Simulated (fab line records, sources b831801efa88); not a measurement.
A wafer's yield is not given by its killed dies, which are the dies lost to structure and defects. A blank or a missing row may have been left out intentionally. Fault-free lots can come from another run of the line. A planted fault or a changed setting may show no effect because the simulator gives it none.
2 desks looking at one fault ; flow sfq_line ; each desk has only its own numbers; what lay behind them comes last

## TOOL OWNER'S DESK, rie_diel-03
The tool's own readings at SFQ_TRILAYER_I5_BARC_OPEN_VIA_ETCH_200 (etches BARC in O2, target depth 125 nm, time 41.7 s): means of the sampled wafers that have a number, for each lot that ran on this tool. The brackets show how far a lot's mean lies from the usual mean; more than 4 standard deviations puts the lot out of limits, marked OUT.
Columns: A = bias_w at SFQ_TRILAYER_I5_BARC_OPEN_VIA_ETCH_200, usual 80.01 W; B = drypump_motor_current_A at SFQ_TRILAYER_I5_BARC_OPEN_VIA_ETCH_200, usual 5.6 A; C = oes_product_au at SFQ_TRILAYER_I5_BARC_OPEN_VIA_ETCH_200, usual 0.684 a.u.
lot;first seen here;A;B;C
L720;day 62 09:31;80.06;5.6;0.684
L721;day 62 20:19;80.12;5.9;0.687
L726;day 64 21:49;80.00;5.8;0.678
L730;day 66 05:47;83.16 (+13) OUT;5.5;0.685
L733;day 67 08:38;83.07 (+12) OUT;5.6;0.686
L740;day 70 04:10;80.25;5.8;0.685
L741;day 70 07:46;79.94;5.7;0.684
Finding of this desk: L730, L733 out of limits; the first was L730 at day 66 05:47, on bias_w at SFQ_TRILAYER_I5_BARC_OPEN_VIA_ETCH_200. In limits: L720, L721, L726, L740, L741.

## AT THE METROLOGY DESK
Means of the sampled wafers that have a number, per lot and without regard to the tool the lot ran on: this is what the gauges read. The brackets show how far a lot's mean lies from the usual mean; more than 4 standard deviations puts the lot out of limits, marked OUT.
Columns: A = R5_OVL at SFQ_R5_OVL_MEAS_935, usual 0 nm; B = M6_OVL at SFQ_M6_OVL_MEAS_940, usual 2 nm
lot;first seen here;A;B
L718;day 56 15:27;-2;9
L719;day 56 16:38;-1;-2
L720;day 56 22:38;-1;5
L721;day 57 10:46;2;2
L722;day 58 01:17;-1;0
L723;day 58 03:41;-2;5
L725;day 58 19:26;9;1
L726;day 59 14:37;-7;15
L730;day 61 13:05;-0;0
L733;day 62 15:30;-2;-6
L736;day 64 00:08;-2;8
L738;day 64 10:44;-2;1
L740;day 65 18:56;9;0
L741;day 65 21:20;3;5
Result from this desk: across the 14 lots, nothing is out of limits.

## PUT TOGETHER
The tool owner's desk could have raised an alarm at day 66 05:47, on L730, L733.
At the metrology desk, nothing out of limits was observed.
The metrology desk has L730, L733 on record, within its limits.
Of the lots named, all ran SFQ_TRILAYER_I5_BARC_OPEN_VIA_ETCH_200 on rie_diel-03.

## WHAT THE SIMULATOR HAD PUT IN
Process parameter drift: rie_diel-03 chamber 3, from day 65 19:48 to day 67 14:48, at SFQ_TRILAYER_I5_BARC_OPEN_VIA_ETCH_200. The setting bias_w was moved by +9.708, starting from 80. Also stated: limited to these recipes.
Struck lots among those shown: L730, L733.
Delay in hours, fault start to first out-of-limits reading, by desk: the tool owner's desk at 10.
